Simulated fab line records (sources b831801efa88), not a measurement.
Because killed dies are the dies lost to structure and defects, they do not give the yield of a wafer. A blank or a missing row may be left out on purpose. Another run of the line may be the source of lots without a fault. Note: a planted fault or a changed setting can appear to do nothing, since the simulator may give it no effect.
What tool caused it?    flow sky130    6 lots with 18 wafers sampled at 2 steps, on a route of 708 steps

== WHAT THE GAUGES SHOWED, per wafer ==
SKY_CONTACT_CD_MEAS_14 targets a cd of 170 nm.
lot   measured      on         cd_nm (nm)
L778  day 32 06:22  cd_sem-02  169.7 168.3 168.9
L783  day 33 14:41  cd_sem-01  171.4 171.9 170.8
L787  day 35 03:34  cd_sem-02  171.6 171.0 170.8
L791  day 36 04:08  cd_sem-01  173.7 172.3 171.4
L795  day 37 13:58  cd_sem-01  171.2 169.0 169.4
L799  day 38 09:22  cd_sem-02  168.1 168.9 167.2

== EACH LOT AND THE TOOL THAT RAN IT (in order: tool; ch and the chambers of the sampled wafers; start) ==
lot   SKY_LOCAL_INTERCONNECT_SPUTTER_00
L778  pvd_sputter-02, day 29 21:40
L783  pvd_sputter-04, day 31 07:02
L787  pvd_sputter-01, day 32 21:06
L791  pvd_sputter-01, day 33 23:05
L795  pvd_sputter-04, day 35 07:56
L799  pvd_sputter-01, day 36 03:55
- SKY_LOCAL_INTERCONNECT_SPUTTER_00: material TiN, target thk 100 nm, time 83.3 s.

== THE ANSWER, worked out from the rows above alone ==
Rule: the usual values come from the lots themselves. Put in order of their means at a reading, lots are off if they are a third of the lots or fewer, leave a main group of 4 or more, and stand apart from it by a gap of 3 or more times the standard deviation of the main group's means; of several such gaps the widest counts. A main group whose means are all the same, to the digits that the tables above print for the reading, isn't used. Also off: a lot with no number at a reading for which 4 or more lots have one. Where the step has rows for the other lots, those lots are counted as sound.
Across all readings shown, no lot is off: no conclusion can be drawn from this.

== WHAT THE SIMULATOR HAD PUT IN ==
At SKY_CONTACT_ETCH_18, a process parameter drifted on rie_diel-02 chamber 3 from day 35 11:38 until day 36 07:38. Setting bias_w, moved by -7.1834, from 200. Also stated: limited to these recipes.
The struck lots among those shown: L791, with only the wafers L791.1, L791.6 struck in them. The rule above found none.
